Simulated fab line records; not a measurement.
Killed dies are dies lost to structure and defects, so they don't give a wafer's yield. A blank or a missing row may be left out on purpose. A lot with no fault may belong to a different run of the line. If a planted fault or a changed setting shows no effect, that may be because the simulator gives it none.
Tool commonality check ; flow gf180mcu ; Sampled: 11 lots, 33 wafers

== REASON IT WAS OPENED ==
At GF_V3_THK_MEAS_03 the reading V3_CVD_02_THK is flagged on 2 of 11 lots. No-fault wafers: 849 nm, standard deviation 12.
Rule: a lot is flagged in two cases, either no wafer of it has a number, or all its wafers with numbers fall more than 4 standard deviations from that mean. As for the other lots, they are considered sound.

lot;measured;on;V3_CVD_02_THK (nm), wafer by wafer;flag
L233;day 21 07:40;film metro-03;836 850 851;
L235;day 22 09:00;film metro-02;842 843 863;
L237;day 23 04:13;film metro-03;881 847 872;
L239;day 23 23:04;film metro-02;852 855 845;
L240;day 24 04:45;film metro-02;855 849 846;
L241;day 24 08:16;film metro-02;842 823 842;
L242;day 24 21:01;film metro-04;846 859 851;
L249;day 27 00:28;film metro-02;858 834 859;
L252;day 27 20:38;film metro-03;1469 1458 1474;FLAGGED
L253;day 28 05:17;film metro-02;1482 1468 1470;FLAGGED
L254;day 28 08:54;film metro-03;841 855 859;
The numbers of the flagged lots are 1470 nm on average: +621 nm against the usual, or +52 standard deviations.

== WHICH TOOL RAN EACH LOT ==
The record holds 4 process steps before the reading, out of a route of 602 steps. Cell contents, in order: the tool; ch with the chambers the sampled wafers went through; the start.
lot;flag;GF_V2_ETCH_16;GF_V2_ETCH_17;GF_M3_STRIP_17;GF_V3_CVD_02
L233;;rie diel-01 ch 2,3, day 20 05:18;rie diel-01 ch 2,3, day 21 06:55 or earlier;plasma asher-02 ch 0,1, day 21 06:55;pecvd-04 ch 1,2, day 21 07:35
L235;;rie diel-04 ch 0,1, day 21 06:56;rie diel-04 ch 0,1, day 22 08:16 or earlier;plasma asher-04 ch 0,1, day 22 08:16;pecvd-04 ch 0,1,2, day 22 08:55
L237;;rie diel-04 ch 0,2,3, day 22 01:57;rie diel-04 ch 0,2,3, day 23 03:26 or earlier;plasma asher-03 ch 0,1, day 23 03:26;pecvd-02 ch 0,1, day 23 04:07
L239;;rie diel-01 ch 0,1, day 22 21:57;rie diel-01 ch 0,1, day 23 22:21 or earlier;plasma asher-03 ch 0,1, day 23 22:21;pecvd-01 ch 0,1,2, day 23 22:59
L240;;rie diel-01 ch 1,3, day 23 03:27;rie diel-01 ch 1,3, day 24 04:00 or earlier;plasma asher-04 ch 0,1, day 24 04:00;pecvd-04 ch 1,2, day 24 04:40
L241;;rie diel-01 ch 0,3, day 23 07:56;rie diel-01 ch 0,3, day 24 07:31 or earlier;plasma asher-03 ch 0,1, day 24 07:31;pecvd-01 ch 0,2, day 24 08:11
L242;;rie diel-01 ch 0,3, day 23 19:54;rie diel-01 ch 0,3, day 24 20:17 or earlier;plasma asher-02 ch 0,1, day 24 20:17;pecvd-02 ch 1,2, day 24 20:55
L249;;rie diel-03 ch 1,3, day 26 01:03;rie diel-03 ch 1,3, day 26 23:43 or earlier;plasma asher-04 ch 0,1, day 26 23:43;pecvd-01 ch 1,2, day 27 00:24
L252;FLAGGED;rie diel-01 ch 1,2,3, day 26 21:05;rie diel-01 ch 1,2,3, day 27 19:52 or earlier;plasma asher-04 ch 0,1, day 27 19:52;pecvd-04 ch 0,1, day 27 20:34
L253;FLAGGED;rie diel-04 ch 0,2,3, day 27 06:36;rie diel-04 ch 0,2,3, day 28 04:32 or earlier;plasma asher-03 ch 0,1, day 28 04:32;pecvd-04 ch 0,1,2, day 28 05:13
L254;;rie diel-03 ch 0,1,3, day 27 10:38;rie diel-03 ch 0,1,3, day 28 08:10 or earlier;plasma asher-02 ch 0,1, day 28 08:10;pecvd-01 ch 0,1, day 28 08:50
What these steps do:
- GF_V2_ETCH_16: etches BARC in N2/H2.
- GF_V2_ETCH_17: etches SiO2 in C4F8/O2/Ar, stops on TiN, target depth 630 nm.
- GF_M3_STRIP_17: strips in O2/N2.
- GF_V3_CVD_02: deposits SiO2 from TEOS, target thk 850 nm, time 94.851 s.
- GF_V3_THK_MEAS_03

== FLAGGED AGAINST TOTAL, ONE TOOL AT A TIME (gauges that did the reading follow at the end) ==
step;tool;lots run;flagged;share of the flagged lots;sound lots run after its first flagged lot
GF_V2_ETCH_16;rie diel-01;6;1;some;0
GF_V2_ETCH_16;rie diel-03;2;0;none;-
GF_V2_ETCH_16;rie diel-04;3;1;some;0
GF_V2_ETCH_17;rie diel-01;6;1;some;0
GF_V2_ETCH_17;rie diel-03;2;0;none;-
GF_V2_ETCH_17;rie diel-04;3;1;some;0
GF_M3_STRIP_17;plasma asher-02;3;0;none;-
GF_M3_STRIP_17;plasma asher-03;4;1;some;0
GF_M3_STRIP_17;plasma asher-04;4;1;some;0
GF_V3_CVD_02;pecvd-01;4;0;none;-
GF_V3_CVD_02;pecvd-02;2;0;none;-
GF_V3_CVD_02;pecvd-04;5;2;all;0
GF_V3_THK_MEAS_03;film metro-02;6;1;some;0
GF_V3_THK_MEAS_03;film metro-03;4;1;some;1 (L254)
GF_V3_THK_MEAS_03;film metro-04;1;0;none;-
GF_V2_ETCH_17: start missing for some lots; hours and lot order therefore follow GF_M3_STRIP_17.

== WHAT THE TABLE ALLOWS ==
All flagged lots share 1 row of the table, namely pecvd-04 at GF_V3_CVD_02.
- pecvd-04 at GF_V3_CVD_02 ran 5 lots, 2 of them flagged. Its last sound lot is L240 (day 24 04:40), its first flagged lot L252 (day 27 20:34): a fault that began between those two fits.
pecvd-04 at GF_V3_CVD_02 is the single tool remaining.

== WHAT THE SIMULATOR HAD PUT IN ==
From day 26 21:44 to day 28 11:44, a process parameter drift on pecvd-04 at GF_V3_CVD_02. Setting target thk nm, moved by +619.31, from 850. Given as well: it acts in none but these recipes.
Struck lots among those shown: L252, L253. The rule given above showed the same thing.
